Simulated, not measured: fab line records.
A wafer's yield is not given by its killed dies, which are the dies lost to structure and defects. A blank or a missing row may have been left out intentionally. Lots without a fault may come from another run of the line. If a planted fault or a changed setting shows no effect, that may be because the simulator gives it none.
Split-lot experiment || flow gf180mcu || route with 602 steps; 5 lots, 23 wafers read

ON THE SPLIT
At GF_M4_SPUTTER_02 (material AlCu, target thk 450 nm, time 23.9 s), the setting power-w was moved away from the recipe's 10600 W on 7 of the 23 wafers read, by -5.1% to +4.0%. This setting was run at the recipe's value on the other wafers.

FROM THE SPLIT TO THE READING: what the file shows between them, 7 steps
- GF_M4_SPUTTER_03: material Ti, target thk 10 nm, time 6.7 s
- GF_M4_SPUTTER_04: material TiN, target thk 50 nm, time 41.7 s
- GF_M4_RS_MEAS_05: measures by four-point-probe
- GF_M4_THK_MEAS_06: measures by xrf
- GF_M4_SOFTBAKE_10: time 60 s (also split here: temp-c)
- GF_M4_EXPOSE_11: exposes mask Metal4, target cd 280 nm
- GF_M4_PEB_12: peb time 90 s

THE READING
oes-product-au, in a.u., at GF_M4_METAL_ETCH_16 (etches the open film in Cl2/BCl3, stops on SiO2, target depth 627.5 nm, time 104.6 s). Typical for fault-free wafers on this fab line: 0.974 a.u., with standard deviation 0.0066 a.u.

{"wafer": "L074.1", "tool, chamber at the split": "pvd-sputter-01, -", "power-w as run, W": 10260, "against the recipe": "-3.2%", "oes-product-au, a.u.": 0.948, "against lot-mates on the recipe": -0.018}
{"wafer": "L074.2", "tool, chamber at the split": "pvd-sputter-01, -", "power-w as run, W": 10600, "against the recipe": "recipe", "oes-product-au, a.u.": 0.963, "against lot-mates on the recipe": "-"}
{"wafer": "L074.3", "tool, chamber at the split": "pvd-sputter-01, -", "power-w as run, W": 10600, "against the recipe": "recipe", "oes-product-au, a.u.": 0.966, "against lot-mates on the recipe": "-"}
{"wafer": "L074.4", "tool, chamber at the split": "pvd-sputter-01, -", "power-w as run, W": 10260, "against the recipe": "-3.2%", "oes-product-au, a.u.": 0.938, "against lot-mates on the recipe": -0.028}
{"wafer": "L074.5", "tool, chamber at the split": "pvd-sputter-01, -", "power-w as run, W": 10600, "against the recipe": "recipe", "oes-product-au, a.u.": 0.970, "against lot-mates on the recipe": "-"}
{"wafer": "L077.1", "tool, chamber at the split": "pvd-sputter-01, -", "power-w as run, W": 10600, "against the recipe": "recipe", "oes-product-au, a.u.": 0.972, "against lot-mates on the recipe": "-"}
{"wafer": "L077.2", "tool, chamber at the split": "pvd-sputter-01, -", "power-w as run, W": 10060, "against the recipe": "-5.1%", "oes-product-au, a.u.": 0.950, "against lot-mates on the recipe": -0.027}
{"wafer": "L077.4", "tool, chamber at the split": "pvd-sputter-01, -", "power-w as run, W": 10600, "against the recipe": "recipe", "oes-product-au, a.u.": 0.983, "against lot-mates on the recipe": "-"}
{"wafer": "L077.5", "tool, chamber at the split": "pvd-sputter-01, -", "power-w as run, W": 10060, "against the recipe": "-5.1%", "oes-product-au, a.u.": 0.947, "against lot-mates on the recipe": -0.030}
{"wafer": "L077.6", "tool, chamber at the split": "pvd-sputter-01, -", "power-w as run, W": 10600, "against the recipe": "recipe", "oes-product-au, a.u.": 0.975, "against lot-mates on the recipe": "-"}
{"wafer": "L081.1", "tool, chamber at the split": "pvd-sputter-03, -", "power-w as run, W": 10600, "against the recipe": "recipe", "oes-product-au, a.u.": 0.974, "against lot-mates on the recipe": "-"}
{"wafer": "L081.2", "tool, chamber at the split": "pvd-sputter-03, -", "power-w as run, W": 10600, "against the recipe": "recipe", "oes-product-au, a.u.": 0.972, "against lot-mates on the recipe": "-"}
{"wafer": "L081.3", "tool, chamber at the split": "pvd-sputter-03, -", "power-w as run, W": 10600, "against the recipe": "recipe", "oes-product-au, a.u.": 0.970, "against lot-mates on the recipe": "-"}
{"wafer": "L081.5", "tool, chamber at the split": "pvd-sputter-03, -", "power-w as run, W": 10600, "against the recipe": "recipe", "oes-product-au, a.u.": 0.980, "against lot-mates on the recipe": "-"}
{"wafer": "L081.6", "tool, chamber at the split": "pvd-sputter-03, -", "power-w as run, W": 10600, "against the recipe": "recipe", "oes-product-au, a.u.": 0.966, "against lot-mates on the recipe": "-"}
{"wafer": "L082.2", "tool, chamber at the split": "pvd-sputter-03, -", "power-w as run, W": 10600, "against the recipe": "recipe", "oes-product-au, a.u.": 0.973, "against lot-mates on the recipe": "-"}
{"wafer": "L082.3", "tool, chamber at the split": "pvd-sputter-03, -", "power-w as run, W": 10600, "against the recipe": "recipe", "oes-product-au, a.u.": 0.973, "against lot-mates on the recipe": "-"}
{"wafer": "L082.5", "tool, chamber at the split": "pvd-sputter-03, -", "power-w as run, W": 10600, "against the recipe": "recipe", "oes-product-au, a.u.": 0.975, "against lot-mates on the recipe": "-"}
{"wafer": "L084.1", "tool, chamber at the split": "pvd-sputter-03, -", "power-w as run, W": 11020, "against the recipe": "+4.0%", "oes-product-au, a.u.": 0.984, "against lot-mates on the recipe": "+0.014"}
{"wafer": "L084.2", "tool, chamber at the split": "pvd-sputter-03, -", "power-w as run, W": 11020, "against the recipe": "+4.0%", "oes-product-au, a.u.": 0.997, "against lot-mates on the recipe": "+0.027"}
{"wafer": "L084.3", "tool, chamber at the split": "pvd-sputter-03, -", "power-w as run, W": 11020, "against the recipe": "+4.0%", "oes-product-au, a.u.": 0.992, "against lot-mates on the recipe": "+0.022"}
{"wafer": "L084.4", "tool, chamber at the split": "pvd-sputter-03, -", "power-w as run, W": 10600, "against the recipe": "recipe", "oes-product-au, a.u.": 0.968, "against lot-mates on the recipe": "-"}
{"wafer": "L084.5", "tool, chamber at the split": "pvd-sputter-03, -", "power-w as run, W": 10600, "against the recipe": "recipe", "oes-product-au, a.u.": 0.972, "against lot-mates on the recipe": "-"}

FIT RESULTS
A straight line over all 23 wafers: oes-product-au changes by +0.00541 a.u. for each +1% of power-w; r = +0.90; the points scatter about the line by 0.0063 a.u.
The same after taking each lot's own level away (the mean of its wafers on the recipe; 23 wafers): +0.00572 a.u. for each +1%; r = +0.95; scatter 0.0044 a.u.
The reading moves by 0.029 a.u. for the largest change in power-w, on that fit.
The lots' own levels span 0.9663 to 0.9767 a.u., that is 1.6 times the standard deviation above.
Hence the lot-to-lot level has little effect on the slope; both slopes agree.
Check: with one of the wafers moved furthest among these (-5.1%) left out of the fit, the line predicts -0.0307 a.u. for it against its lot-mates. Against them it came out at -0.0267 a.u.

THE OTHER SPLITS THESE WAFERS WENT THROUGH
Other splits were also applied to these wafers ahead of the reading. Each is held against what the fit with the lots' levels taken away leaves over:
{"other split on the same wafers": "GF_M4_SOFTBAKE_10 temp-c", "wafers away from the commonest value": 11, "r with oes-product-au (lot level and that fit taken away)": "+0.10"}

THE WHOLE CHAIN: every reading that the file lists as answering this split, in the file's order
{"step": "GF_M4_SPUTTER_02", "what it does": "material AlCu, target thk 450 nm, time 23.9 s", "reading": "AlCu_of_M4_SPUTTER_02.thk-nm (the simulator's own value, which no gauge read)", "change (the file's fit)": "+4.14 nm for each +1% of the setting", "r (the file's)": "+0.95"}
{"step": "GF_M4_RS_MEAS_05", "what it does": "measures by four-point-probe", "reading": "M4_ALCU_RS", "change (the file's fit)": "-0.000664 for each +1% of the setting", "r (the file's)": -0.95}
{"step": "GF_M4_THK_MEAS_06", "what it does": "measures by xrf", "reading": "M4_ALCU_THK", "change (the file's fit)": "+3.87 for each +1% of the setting", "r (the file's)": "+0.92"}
{"step": "GF_M4_METAL_ETCH_16", "what it does": "etches the open film in Cl2/BCl3, stops on SiO2, target depth 627.5 nm, time 104.6 s", "reading": "oes-product-au", "change (the file's fit)": "+0.00581 a.u. for each +1% of the setting", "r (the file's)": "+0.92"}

THE FILE'S OWN FIT
oes-product-au changes by +0.00581 a.u. for each +1% of power-w, r = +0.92.
